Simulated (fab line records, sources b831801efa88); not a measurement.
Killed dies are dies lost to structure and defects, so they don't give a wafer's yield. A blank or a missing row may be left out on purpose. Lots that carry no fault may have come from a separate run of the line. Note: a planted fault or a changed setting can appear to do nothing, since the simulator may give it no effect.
What tool caused it? | flow gf180mcu | 12 lots, 36 wafers sampled, at 5 steps of a route of 602

## WHAT THE GAUGES SHOWED, per wafer
GF_LVPWELL_OVL_MEAS_07.
lot  | measured    | on         | LVPWELL_OVL (nm)
L977 | day 4 00:11 | overlay-01 | -0.3 -0.7 -0.2
L979 | day 4 07:35 | overlay-01 | 2.4 1.5 2.8
L981 | day 4 22:00 | overlay-02 | 1.0 0.2 0.4
L982 | day 5 00:23 | overlay-02 | -1.4 -0.1 -0.5
L983 | day 5 06:47 | overlay-01 | 3.1 1.8 2.2
L985 | day 5 17:50 | overlay-02 | 0.5 -0.3 2.4
L987 | day 6 06:11 | overlay-02 | 3.2 2.3 1.6
L990 | day 7 00:14 | overlay-02 | 2.6 2.0 2.2
L991 | day 7 03:14 | overlay-02 | 0.4 0.3 -0.7
L993 | day 7 13:47 | overlay-01 | 0.8 0.1 -0.3
L999 | day 9 04:05 | overlay-01 | -0.4 1.0 0.6
L100 | day 9 11:05 | overlay-02 | 0.3 -0.3 -1.3

GF_VT_IMPLANT_OVL_MEAS_07.
lot  | measured     | on         | VT_IMPLANT_OVL (nm)
L977 | day 5 18:45  | overlay-02 | -3.7 -2.7 -1.7
L979 | day 6 03:59  | overlay-01 | -1.2 -0.2 -2.4
L981 | day 6 18:35  | overlay-01 | -0.2 -0.7 -1.7
L982 | day 6 19:46  | overlay-01 | -1.1 -0.4 -3.0
L983 | day 7 04:14  | overlay-01 | -1.8 -3.1 0.2
L985 | day 7 14:20  | overlay-02 | -2.4 -2.1 -1.4
L987 | day 8 05:54  | overlay-02 | -1.3 -2.2 -1.8
L990 | day 9 00:26  | overlay-01 | -1.6 -1.9 -0.8
L991 | day 9 04:41  | overlay-01 | -0.9 -2.3 -1.4
L993 | day 9 15:13  | overlay-01 | -2.0 -2.8 -1.7
L999 | day 11 11:29 | overlay-01 | -1.9 -0.3 -0.8
L100 | day 11 17:47 | overlay-02 | -0.8 -0.5 0.0

GF_HV_LDD_TW_MEAS_38.
lot  | measured     | on            | HV_LDD_3_TW
L977 | day 11 14:05 | film-metro-03 | 1446 1433 1440
L979 | day 12 10:08 | film-metro-04 | 1452 1440 1442
L981 | day 13 05:16 | film-metro-04 | 1449 1447 1448
L982 | day 13 04:20 | film-metro-04 | 1445 1452 1452
L983 | day 13 16:02 | film-metro-03 | 1434 1447 1444
L985 | day 13 23:34 | film-metro-01 | 1442 1442 1442
L987 | day 14 21:00 | film-metro-01 | 1441 1451 1447
L990 | day 15 19:33 | film-metro-01 | 1525 1524 1526
L991 | day 16 03:47 | film-metro-04 | 1442 1447 1443
L993 | day 16 17:48 | film-metro-03 | 1527 1528 1525
L999 | day 19 01:44 | film-metro-01 | 1441 1441 1438
L100 | day 19 10:22 | film-metro-01 | 1434 1443 1438

GF_HV_LDD_RS_MEAS_53: uses a four-point probe to measure.
lot  | measured     | on            | HV_LDD_RS (ohm/sq)
L977 | day 12 10:12 | film-metro-03 | 417.5 418.6 418.3
L979 | day 13 06:16 | film-metro-04 | 418.9 417.2 418.5
L981 | day 14 01:59 | film-metro-03 | 416.9 417.4 417.0
L982 | day 14 01:04 | film-metro-01 | 419.7 418.6 419.2
L983 | day 14 13:41 | film-metro-01 | 418.9 418.3 417.8
L985 | day 14 20:32 | film-metro-01 | 418.9 419.2 419.0
L987 | day 15 19:11 | film-metro-04 | 419.6 420.3 420.5
L990 | day 16 18:56 | film-metro-04 | 404.2 403.7 404.3
L991 | day 17 02:23 | film-metro-03 | 418.0 417.6 417.1
L993 | day 17 17:17 | film-metro-04 | 403.4 402.9 403.9
L999 | day 20 02:19 | film-metro-03 | 419.4 418.9 418.1
L100 | day 20 11:17 | film-metro-01 | 418.1 419.2 419.3

## WHAT TOOL EACH LOT RAN ON (gives the tool, then ch and the chambers of the sampled wafers, and finally the start)
lot  | GF_HV_LDD_IMPLANT_35
L977 | implanter-01 ch 0, day 11 13:43
L979 | implanter-01 ch 0, day 12 09:44
L981 | implanter-02 ch 0, day 13 04:53
L982 | implanter-01 ch 0, day 13 03:56
L983 | implanter-04 ch 0, day 13 15:38
L985 | implanter-02 ch 0, day 13 23:10
L987 | implanter-01 ch 0, day 14 20:38
L990 | implanter-01 ch 0, day 15 19:10
L991 | implanter-04 ch 0, day 16 03:23
L993 | implanter-01 ch 0, day 16 17:25
L999 | implanter-04 ch 0, day 19 01:20
L100 | implanter-04 ch 0, day 19 09:59
- GF_HV_LDD_IMPLANT_35

## WHAT THE TOOLS THEMSELVES READ (means of the sampled wafers that have a number; where no wafer has one, the mark that the record gives instead)
GF_HV_LDD_IMPLANT_35.
lot  | tool         | dose-ions-cm2 | faraday-current-uA
L977 | implanter-01 | 7.497e+12     | 41.6
L979 | implanter-01 | 7.502e+12     | 43.2
L981 | implanter-02 | 7.505e+12     | 42.7
L982 | implanter-01 | 7.496e+12     | 42.9
L983 | implanter-04 | 7.508e+12     | 41.7
L985 | implanter-02 | 7.498e+12     | 42.2
L987 | implanter-01 | 7.495e+12     | 42.1
L990 | implanter-01 | 1.326e+13     | 74.5
L991 | implanter-04 | 7.497e+12     | 42.3
L993 | implanter-01 | 1.326e+13     | 72.4
L999 | implanter-04 | 7.512e+12     | 42.0
L100 | implanter-04 | 7.509e+12     | 42.3

## THE ANSWER, worked out from the rows above alone
Rule: the usual values come from the lots themselves. The widest of any qualifying gaps counts: lots, ordered by their means at a reading, are off when they make up no more than a third of the lots, leave a main group of 4 or more, and stand apart from it by 3 or more times the standard deviation of that group's means. Not used: any main group whose means are identical at the precision the tables above print for the reading. A lot without any number at a reading at which 4 lots or more have one is off too. Any other lot the step has rows for is counted as sound. The gauges are gone through in route order, then the tools' own readings, and for those a lot's mean is taken as printed above. At the first step where some lot is off, the reading lying furthest off is the one used; lots without a number count as furthest.
Off: L990, L993, seen at GF_HV_LDD_TW_MEAS_38 (HV_LDD_3_TW). For the main group the mean is 1443 and the standard deviation 3.6.
A tool fits if, at a process step before that reading, it ran every lot that is off, and no sound lot after the first of them. Not tried: the gauges at GF_HV_LDD_TW_MEAS_38; whatever is off there is also off at GF_HV_LDD_RS_MEAS_53, on other tools, and gauge error can't account for it. One fits: implanter-01 at GF_HV_LDD_IMPLANT_35. A fault onset in the window from L987 (day 14 20:38, its last sound lot) to L990 (day 15 19:10, its first lot off) fits.
The tool's own readings at GF_HV_LDD_IMPLANT_35 bear it out: on the lots that are off they differ by more than 5 times the standard deviation of the sound lots' means. dose-ions-cm2 reads 1.326e+13 there against 7.502e+12 on the sound lots; faraday-current-uA reads 73.5 there against 42.3 on the sound lots.

## WHAT WAS PUT IN BY THE SIMULATOR
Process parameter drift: implanter-01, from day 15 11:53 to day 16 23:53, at GF_HV_LDD_IMPLANT_35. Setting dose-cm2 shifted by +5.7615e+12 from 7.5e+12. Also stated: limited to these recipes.
Lots struck among those shown: L990, L993. Same finding as the rule above.
